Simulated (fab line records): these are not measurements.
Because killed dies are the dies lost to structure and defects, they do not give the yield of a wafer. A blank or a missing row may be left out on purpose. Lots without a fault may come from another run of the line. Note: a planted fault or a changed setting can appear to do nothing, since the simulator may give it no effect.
Which tool was responsible?	flow sky130	Sampling: 6 lots, 17 wafers, 2 of 708 route steps

== WHAT THE GAUGES SHOWED, per wafer ==
SKY_CAP2M_OVL_MEAS_12.
lot	measured	on	CAP2M_OVL (nm)
L885	day 40 16:07	overlay-01	-1.3 2.4 0.3
L893	day 42 20:39	overlay-01	1.2 -0.2 -1.3
L897	day 44 01:44	overlay-02	-0.3 -0.5 -1.3
L902	day 45 05:46	overlay-02	-0.7 -0.7
L904	day 45 11:56	overlay-02	-2.0 -1.5 -0.9
L907	day 47 05:40	overlay-02	-1.7 -2.8 -1.6

== WHICH TOOL RAN EACH LOT (tool, then ch and the chambers of the sampled wafers, then the start) ==
lot	SKY_METAL2_DESCUM_17
L885	rie-metal-01 ch 0,1, day 35 01:35
L893	rie-metal-04 ch 1, day 37 09:35
L897	rie-metal-04 ch 0,1, day 38 18:29
L902	rie-metal-03 ch 0,1, day 40 03:19
L904	rie-metal-01 ch 0,1, day 40 10:28
L907	rie-metal-03 ch 0,1, day 42 11:14
- SKY_METAL2_DESCUM_17: chemistry O2, time 8 s.

== THE ANSWER, worked out from the rows above alone ==
Rule: usual is defined by the lots themselves. Put in order of their means at a reading, lots are off if they are a third of the lots or fewer, leave a main group of 4 or more, and stand apart from it by a gap of 3 or more times the standard deviation of the main group's means; of several such gaps the widest counts. If all means in a main group match to the digits the tables above print for the reading, that group is not used. A lot without any number at a reading at which 4 lots or more have one is off too. Any other lot the step has rows for is counted as sound.
None of the lots is off at any reading shown; this tells nothing.

== WHAT THE SIMULATOR HAD INSERTED ==
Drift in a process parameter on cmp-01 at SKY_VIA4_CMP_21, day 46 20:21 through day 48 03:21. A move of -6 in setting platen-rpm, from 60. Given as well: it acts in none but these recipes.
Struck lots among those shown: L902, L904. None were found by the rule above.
